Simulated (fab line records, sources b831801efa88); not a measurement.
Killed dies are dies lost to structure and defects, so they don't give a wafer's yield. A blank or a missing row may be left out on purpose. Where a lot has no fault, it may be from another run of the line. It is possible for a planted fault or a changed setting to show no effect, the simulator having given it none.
fab line records || flow sky130
[record] {"lots": 5, "wafers": 15, "lastDay": 50}
route steps=708 shown DNWELL@37 PWDE@45 PAD_OPEN@708
lots that met no fault: taken from a fault-free run of the same line
startH: hours from the record's opening day to when the first of the lot's shown wafers began || waitH: time in hours since the lot's previous step || " unchanged from the row above || L1.1+2: a row that stands for several wafers || - value missing, or start not given || * or withheld: withheld || < > ~ a bound
route shown NAME@n: names a module that has steps shown in the file, with the first one's number in the route || usual: mean/standard deviation of fault-free wafers || same: alike in all rows || chamber/n: place in a boat || sites: readings site by site || _std_site: their standard deviation || _edge_site: the outer-site mean with the inner-site mean subtracted || radiusMm: how far each site lies from the wafer's centre || mask NAME#n: copy n || behind: the tool/chamber that last shaped the wafer || hold: what put the lot on hold/how long, in hours/how the hold closed || device: names the non-switching transistor (n, p or np) || end of line: tests run on the same wafers once the route is complete || a step without rows: its recipe alone || killed: count of dies lost to structure and defects at first sort (not the wafer's yield) || map: a wafer's dies, x killed, . not, _ none there
set.NAME: setting as actually run; set.NAME@STEP: the setting as run at that earlier step || model.NAME: the simulator's own value behind a step, which no gauge read
lots seen at some steps along the route; tables by step, rows by wafer
services: from which hour (startH, from the record's first day; less than 0 if before it) a tool's chamber was out of use, for how many hours, and why
[[steps]]
[step SKY_DNWELL_COAT_02]
[recipe] {"spinRpm": 2000, "resistThkNm": 3000}
[step SKY_DNWELL_SOFTBAKE_03]
[recipe] {"tempC": 110, "timeS": "withheld"}
[step SKY_DNWELL_EXPOSE_04]
[recipe] {"maskId": "DNM", "na": 0.57, "targetCdNm": 3000, "doseMj": 222}
[step SKY_DNWELL_PEB_05]
[recipe] {"tempC": 115, "timeS": "withheld"}
[step SKY_DNWELL_DEVELOP_06]
[recipe] {"wallAngleDeg": 90, "developer": "TMAH", "developTimeS": 60, "devTempC": 23}
[step SKY_DNWELL_IMPLANT_07]
[recipe] {"species": "P", "energyKev": "withheld", "doseCm2": "withheld", "tiltDeg": "withheld"}
[step SKY_DNWELL_STRIP_08]
[recipe] {"chemistry": "O2/N2", "powerW": 1400, "pressureMtorr": 1500, "platenTempC": "withheld", "o2FlowSccm": 3000, "n2FlowSccm": 300, "overashFraction": 0.5}
[usual] {"drypumpMotorCurrentA": "6.0/0.59", "oesProductAu": "0.723/0.0044", "stripTimeToEndpointS": "36.91/0.1"}
[same] {"overashFraction": 0.5}
{"lot.wafer": "L164.1", "tool": "plasmaAsher-01", "chamber": 0, "startH": 62.80, "waitH": 0.1, "drypumpMotorCurrentA": 5.8, "oesProductAu": 0.724, "rfHoursCounterH": 39, "stripTimeToEndpointS": 36.89}
{"lot.wafer": "L164.3", "tool": "plasmaAsher-01", "chamber": 1, "startH": 62.80, "waitH": 0.1, "drypumpMotorCurrentA": 6.5, "oesProductAu": 0.724, "rfHoursCounterH": "-", "stripTimeToEndpointS": 37.04}
{"lot.wafer": "L164.5", "tool": "plasmaAsher-01", "chamber": 0, "startH": 62.80, "waitH": 0.1, "drypumpMotorCurrentA": 5.8, "oesProductAu": 0.726, "rfHoursCounterH": "-", "stripTimeToEndpointS": 36.91}
{"lot.wafer": "L169.1", "tool": "plasmaAsher-02", "chamber": 0, "startH": 87.72, "waitH": 0.1, "drypumpMotorCurrentA": 5.2, "oesProductAu": 0.719, "rfHoursCounterH": 42, "stripTimeToEndpointS": 36.94}
{"lot.wafer": "L169.2", "tool": "plasmaAsher-02", "chamber": 1, "startH": 87.72, "waitH": 0.1, "drypumpMotorCurrentA": 6.6, "oesProductAu": 0.718, "rfHoursCounterH": 42, "stripTimeToEndpointS": 36.81}
{"lot.wafer": "L169.5", "tool": "plasmaAsher-02", "chamber": 1, "startH": 87.72, "waitH": 0.1, "drypumpMotorCurrentA": 6.5, "oesProductAu": 0.724, "rfHoursCounterH": "-", "stripTimeToEndpointS": 36.92}
{"lot.wafer": "L178.2", "tool": "plasmaAsher-02", "chamber": 0, "startH": 133.93, "waitH": 0.1, "drypumpMotorCurrentA": 5.2, "oesProductAu": 0.726, "rfHoursCounterH": 46, "stripTimeToEndpointS": 36.82}
{"lot.wafer": "L178.3", "tool": "plasmaAsher-02", "chamber": 1, "startH": 133.93, "waitH": 0.1, "drypumpMotorCurrentA": 6.6, "oesProductAu": 0.718, "rfHoursCounterH": "-", "stripTimeToEndpointS": 37.02}
{"lot.wafer": "L178.6", "tool": "plasmaAsher-02", "chamber": 1, "startH": 133.93, "waitH": 0.1, "drypumpMotorCurrentA": 6.6, "oesProductAu": 0.718, "rfHoursCounterH": "-", "stripTimeToEndpointS": 36.88}
{"lot.wafer": "L179.1", "tool": "plasmaAsher-03", "chamber": 0, "startH": 140.18, "waitH": 0.1, "drypumpMotorCurrentA": 6.7, "oesProductAu": 0.718, "rfHoursCounterH": 31, "stripTimeToEndpointS": 36.81}
{"lot.wafer": "L179.5", "tool": "plasmaAsher-03", "chamber": 1, "startH": 140.18, "waitH": 0.1, "drypumpMotorCurrentA": 5.5, "oesProductAu": 0.726, "rfHoursCounterH": "-", "stripTimeToEndpointS": 36.73}
{"lot.wafer": "L179.6", "tool": "plasmaAsher-03", "chamber": 0, "startH": 140.18, "waitH": 0.1, "drypumpMotorCurrentA": 6.7, "oesProductAu": 0.720, "rfHoursCounterH": "-", "stripTimeToEndpointS": 36.86}
{"lot.wafer": "L185.3", "tool": "plasmaAsher-03", "chamber": 0, "startH": 186.14, "waitH": 0.1, "drypumpMotorCurrentA": 6.7, "oesProductAu": 0.725, "rfHoursCounterH": "-", "stripTimeToEndpointS": 36.89}
{"lot.wafer": "L185.5", "tool": "plasmaAsher-03", "chamber": 0, "startH": 186.14, "waitH": 0.1, "drypumpMotorCurrentA": 6.6, "oesProductAu": 0.725, "rfHoursCounterH": "-", "stripTimeToEndpointS": 36.91}
{"lot.wafer": "L185.6", "tool": "plasmaAsher-03", "chamber": 1, "startH": 186.14, "waitH": 0.1, "drypumpMotorCurrentA": 5.5, "oesProductAu": 0.721, "rfHoursCounterH": "-", "stripTimeToEndpointS": 36.96}
[step SKY_DNWELL_TW_MEAS_09]
[usual] {"DNWELL_TW": "1111/9.6"}
{"lot.wafer": "L164.1", "tool": "filmMetro-02", "chamber": "-", "startH": 62.90, "waitH": 0.1, "DNWELL_TW": 1098}
{"lot.wafer": "L164.3", "tool": "filmMetro-02", "chamber": "-", "startH": 62.90, "waitH": 0.1, "DNWELL_TW": 1092}
{"lot.wafer": "L164.5", "tool": "filmMetro-02", "chamber": "-", "startH": 62.90, "waitH": 0.1, "DNWELL_TW": 1095}
{"lot.wafer": "L169.1", "tool": "filmMetro-03", "chamber": "-", "startH": 87.82, "waitH": 0.1, "DNWELL_TW": 1106}
{"lot.wafer": "L169.2", "tool": "filmMetro-03", "chamber": "-", "startH": 87.82, "waitH": 0.1, "DNWELL_TW": 1107}
{"lot.wafer": "L169.5", "tool": "filmMetro-03", "chamber": "-", "startH": 87.82, "waitH": 0.1, "DNWELL_TW": 1101}
{"lot.wafer": "L178.2", "tool": "filmMetro-01", "chamber": "-", "startH": 134.04, "waitH": 0.1, "DNWELL_TW": 1114}
{"lot.wafer": "L178.3", "tool": "filmMetro-01", "chamber": "-", "startH": 134.04, "waitH": 0.1, "DNWELL_TW": 1108}
{"lot.wafer": "L178.6", "tool": "filmMetro-01", "chamber": "-", "startH": 134.04, "waitH": 0.1, "DNWELL_TW": 1111}
{"lot.wafer": "L179.1", "tool": "filmMetro-03", "chamber": "-", "startH": 140.28, "waitH": 0.1, "DNWELL_TW": 1106}
{"lot.wafer": "L179.5", "tool": "filmMetro-03", "chamber": "-", "startH": 140.28, "waitH": 0.1, "DNWELL_TW": 1106}
{"lot.wafer": "L179.6", "tool": "filmMetro-03", "chamber": "-", "startH": 140.28, "waitH": 0.1, "DNWELL_TW": 1102}
{"lot.wafer": "L185.3", "tool": "filmMetro-03", "chamber": "-", "startH": 186.22, "waitH": 0.1, "DNWELL_TW": 1118}
{"lot.wafer": "L185.5", "tool": "filmMetro-03", "chamber": "-", "startH": 186.22, "waitH": 0.1, "DNWELL_TW": 1127}
{"lot.wafer": "L185.6", "tool": "filmMetro-03", "chamber": "-", "startH": 186.22, "waitH": 0.1, "DNWELL_TW": 1118}
[step SKY_PWDE_DEHYDRATE_00]
[recipe] {"tempC": 200, "timeS": 60}
[step SKY_PWDE_HMDS_01]
[recipe] {"primeTimeS": 60, "primeTempC": 120}
[step SKY_PWDE_COAT_02]
[recipe] {"spinRpm": 2000, "resistThkNm": 3000}
[step SKY_PWDE_SOFTBAKE_03]
[recipe] {"tempC": 110, "timeS": "withheld"}
[step SKY_PWDE_EXPOSE_04]
[recipe] {"maskId": "PWDEM", "na": 0.6, "sourceShape": "conventional", "sigmaOuter": 0.6, "polarization": "unpolarized", "targetCdNm": 840, "doseMj": 217.9}
[usual] {"focusOffsetNm": "0.0/0.56", "stageVelMmS": "500.00/0.24"}
{"lot.wafer": "L164.1", "tool": "ilineStepper-02", "chamber": 0, "startH": 71.24, "waitH": "-", "mask": "PWDEM#0", "focusOffsetNm": -0.4, "stageVelMmS": 499.78}
{"lot.wafer": "L164.3", "tool": "ilineStepper-02", "chamber": 0, "startH": 71.24, "waitH": "-", "mask": "PWDEM#0", "focusOffsetNm": -0.5, "stageVelMmS": 499.90}
{"lot.wafer": "L164.5", "tool": "ilineStepper-02", "chamber": 0, "startH": 71.24, "waitH": "-", "mask": "PWDEM#0", "focusOffsetNm": -0.8, "stageVelMmS": 500.29}
{"lot.wafer": "L169.1", "tool": "ilineStepper-01", "chamber": 0, "startH": 96.20, "waitH": "-", "mask": "PWDEM#0", "focusOffsetNm": 0.9, "stageVelMmS": 499.46}
{"lot.wafer": "L169.2", "tool": "ilineStepper-01", "chamber": 0, "startH": 96.20, "waitH": "-", "mask": "PWDEM#0", "focusOffsetNm": 0.0, "stageVelMmS": 500.16}
{"lot.wafer": "L169.5", "tool": "ilineStepper-01", "chamber": 0, "startH": 96.20, "waitH": "-", "mask": "PWDEM#0", "focusOffsetNm": 0.0, "stageVelMmS": 499.80}
{"lot.wafer": "L178.2", "tool": "ilineStepper-01", "chamber": 0, "startH": 141.25, "waitH": "-", "mask": "PWDEM#0", "focusOffsetNm": -0.2, "stageVelMmS": 500.02}
{"lot.wafer": "L178.3", "tool": "ilineStepper-01", "chamber": 0, "startH": 141.25, "waitH": "-", "mask": "PWDEM#0", "focusOffsetNm": -1.1, "stageVelMmS": 500.29}
{"lot.wafer": "L178.6", "tool": "ilineStepper-01", "chamber": 0, "startH": 141.25, "waitH": "-", "mask": "PWDEM#0", "focusOffsetNm": -0.5, "stageVelMmS": 500.36}
{"lot.wafer": "L179.1", "tool": "ilineStepper-02", "chamber": 0, "startH": 151.23, "waitH": "-", "mask": "PWDEM#0", "focusOffsetNm": 0.0, "stageVelMmS": 500.17}
{"lot.wafer": "L179.5", "tool": "ilineStepper-02", "chamber": 0, "startH": 151.23, "waitH": "-", "mask": "PWDEM#0", "focusOffsetNm": 0.4, "stageVelMmS": 500.12}
{"lot.wafer": "L179.6", "tool": "ilineStepper-02", "chamber": 0, "startH": 151.23, "waitH": "-", "mask": "PWDEM#0", "focusOffsetNm": -1.2, "stageVelMmS": 500.46}
{"lot.wafer": "L185.3", "tool": "ilineStepper-02", "chamber": 0, "startH": 196.97, "waitH": "-", "mask": "PWDEM#0", "focusOffsetNm": 0.4, "stageVelMmS": 499.86}
{"lot.wafer": "L185.5", "tool": "ilineStepper-02", "chamber": 0, "startH": 196.97, "waitH": "-", "mask": "PWDEM#0", "focusOffsetNm": 0.0, "stageVelMmS": 499.91}
{"lot.wafer": "L185.6", "tool": "ilineStepper-02", "chamber": 0, "startH": 196.97, "waitH": "-", "mask": "PWDEM#0", "focusOffsetNm": 1.4, "stageVelMmS": 499.64}
[step SKY_PWDE_PEB_05]
[recipe] {"tempC": 115, "timeS": "withheld"}
[step SKY_PWDE_DEVELOP_06]
[recipe] {"wallAngleDeg": 90, "developer": "TMAH", "developTimeS": 60, "devTempC": 23}
[step SKY_PWDE_OVL_MEAS_07]
[usual] {"PWDE_OVL": "0.6/1.2"}
{"lot.wafer": "L164.1", "tool": "overlay-01", "chamber": "-", "startH": 79.79, "waitH": "-", "PWDE_OVL[nm]": 0.6}
{"lot.wafer": "L164.3", "tool": "overlay-01", "chamber": "-", "startH": 79.79, "waitH": "-", "PWDE_OVL[nm]": 1.7}
{"lot.wafer": "L164.5", "tool": "overlay-01", "chamber": "-", "startH": 79.79, "waitH": "-", "PWDE_OVL[nm]": 2.1}
{"lot.wafer": "L169.1", "tool": "overlay-02", "chamber": "-", "startH": 104.00, "waitH": "-", "PWDE_OVL[nm]": 0.1}
{"lot.wafer": "L169.2", "tool": "overlay-02", "chamber": "-", "startH": 104.00, "waitH": "-", "PWDE_OVL[nm]": -0.1}
{"lot.wafer": "L169.5", "tool": "overlay-02", "chamber": "-", "startH": 104.00, "waitH": "-", "PWDE_OVL[nm]": -0.9}
{"lot.wafer": "L178.2", "tool": "overlay-01", "chamber": "-", "startH": 151.74, "waitH": "-", "PWDE_OVL[nm]": -3.7}
{"lot.wafer": "L178.3", "tool": "overlay-01", "chamber": "-", "startH": 151.74, "waitH": "-", "PWDE_OVL[nm]": -0.9}
{"lot.wafer": "L178.6", "tool": "overlay-01", "chamber": "-", "startH": 151.74, "waitH": "-", "PWDE_OVL[nm]": -3.1}
{"lot.wafer": "L179.1", "tool": "overlay-02", "chamber": "-", "startH": 160.45, "waitH": "-", "PWDE_OVL[nm]": 0.9}
{"lot.wafer": "L179.5", "tool": "overlay-02", "chamber": "-", "startH": 160.45, "waitH": "-", "PWDE_OVL[nm]": -0.7}
{"lot.wafer": "L179.6", "tool": "overlay-02", "chamber": "-", "startH": 160.45, "waitH": "-", "PWDE_OVL[nm]": 0.4}
{"lot.wafer": "L185.3", "tool": "overlay-01", "chamber": "-", "startH": 207.40, "waitH": "-", "PWDE_OVL[nm]": 2.2}
{"lot.wafer": "L185.5", "tool": "overlay-01", "chamber": "-", "startH": 207.40, "waitH": "-", "PWDE_OVL[nm]": 0.8}
{"lot.wafer": "L185.6", "tool": "overlay-01", "chamber": "-", "startH": 207.40, "waitH": "-", "PWDE_OVL[nm]": -1.3}
[step SKY_PWDE_IMPLANT_08]
[recipe] {"species": "B", "energyKev": 150, "doseCm2": 3.6e+12, "tiltDeg": "withheld"}
[step SKY_PAD_OPEN_PROBE_99]
[usual] {"killed_at_M0_to_M3": "43/6.8", "killed_at_M4_up": "3.2/1.9", "killedAtContacts": "24/5", "killedAtFrontEnd": "16/4.9", "killedAtOther": "0.4/0.76", "killedDies": "87/10", "killedOnRim": "17/3.9", "killedOpen": "47/7.3", "killedShort": "39/6.2"}
[same] {"grossDies": 492, "killedAtBackSide": 0}
{"lot.wafer": "L178.2", "tool": "prober-02", "chamber": "-", "startH": 1161.75, "waitH": 0.1, "killed_at_M0_to_M3": 34, "killed_at_M4_up": 5, "killedAtContacts": 24, "killedAtFrontEnd": 12, "killedAtOther": 1, "killedDies": 76, "killedOnRim": 19, "killedOpen": 41, "killedShort": 34}
{"lot.wafer": "L178.3", "tool": "prober-02", "chamber": "-", "startH": 1161.80, "waitH": 0.2, "killed_at_M0_to_M3": 39, "killed_at_M4_up": 3, "killedAtContacts": 22, "killedAtFrontEnd": 11, "killedAtOther": 1, "killedDies": 76, "killedOnRim": 16, "killedOpen": 36, "killedShort": 38}
{"lot.wafer": "L178.6", "tool": "prober-02", "chamber": "-", "startH": 1161.95, "waitH": 0.2, "killed_at_M0_to_M3": 52, "killed_at_M4_up": 2, "killedAtContacts": 22, "killedAtFrontEnd": 11, "killedAtOther": 1, "killedDies": 88, "killedOnRim": 12, "killedOpen": 50, "killedShort": 38}
// killed by level:class
L178.2 LI_CONTACT:geometricParticle:open=7 VIA1:geometricParticle:open=7 METAL2:geometricParticle:short=6 CONTACT:geometricParticle:short=6 VIA3:geometricParticle:open=6 FIELD_ISO:geometricParticle:open=5 LOCAL_INTERCONNECT:geometricParticle:short=4 CONTACT:geometricParticle:open=4
L178.3 CONTACT:geometricParticle:open=8 VIA1:geometricParticle:open=8 VIA1:geometricParticle:short=8 CONTACT:geometricParticle:short=5 METAL1:geometricParticle:short=5 METAL2:geometricParticle:short=5 LI_CONTACT:geometricParticle:open=4 FIELD_ISO:geometricParticle:open=3
L178.6 CONTACT:geometricParticle:open=9 VIA1:geometricParticle:open=9 VIA3:geometricParticle:open=8 LI_CONTACT:geometricParticle:open=6 METAL1:geometricParticle:short=6 VIA2:geometricParticle:open=6 CONTACT:geometricParticle:short=5 FIELD_ISO:geometricParticle:short=4
[[services]]
{"tool": "ilineStepper-01", "chamber": "-", "startH": 45.45, "hours": 1.7, "kind": "pm"}
{"tool": "plasmaAsher-02", "chamber": "-", "startH": 66.00, "hours": 4.8, "kind": "repair"}
{"tool": "plasmaAsher-02", "chamber": "-", "startH": 87.87, "hours": 0.4, "kind": "repair"}
{"tool": "plasmaAsher-02", "chamber": "-", "startH": 92.71, "hours": 2.8, "kind": "pm"}
{"tool": "plasmaAsher-01", "chamber": "-", "startH": 101.14, "hours": 1.3, "kind": "repair"}
{"tool": "ilineStepper-02", "chamber": "-", "startH": 103.54, "hours": 12.4, "kind": "repair"}
{"tool": "ilineStepper-02", "chamber": "-", "startH": 121.28, "hours": 4.4, "kind": "pm"}
{"tool": "ilineStepper-02", "chamber": "-", "startH": 128.10, "hours": 1.7, "kind": "pm"}
{"tool": "plasmaAsher-01", "chamber": "-", "startH": 157.31, "hours": 2.8, "kind": "pm"}
{"tool": "ilineStepper-01", "chamber": "-", "startH": 173.76, "hours": 1.2, "kind": "repair"}
{"tool": "ilineStepper-01", "chamber": 0, "startH": 187.49, "hours": "-", "kind": "calibration"}
[[key]]
[firstSign] {"step": "SKY_PWDE_OVL_MEAS_07", "reading": "PWDE_OVL", "direction": "down", "sigmas": 3.2, "usual": 0.6, "struck": -3.4}
effect none on later readings
metAt SKY_PWDE_EXPOSE_04
struckWafers L178.2,L178.6
testerLeftOut L178
onsetBetween 96.20 141.25
[fault] {"kind": "processParameterDrift", "tool": "ilineStepper-01", "chamber": "-", "onsetH": 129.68, "steps": "SKY_PWDE_EXPOSE_04", "channel": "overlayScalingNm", "offset": 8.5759, "shape": "step", "endH": 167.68, "scope": "struckWafersOnly"}
// testerLeftOut: of these lots the tester's yield and bins aren't shown, on N5 and GAA mostly nor the transistor test; their killed dies are dies lost to structure and defects alone, not to doping, threshold or leakage, so they don't give the yield
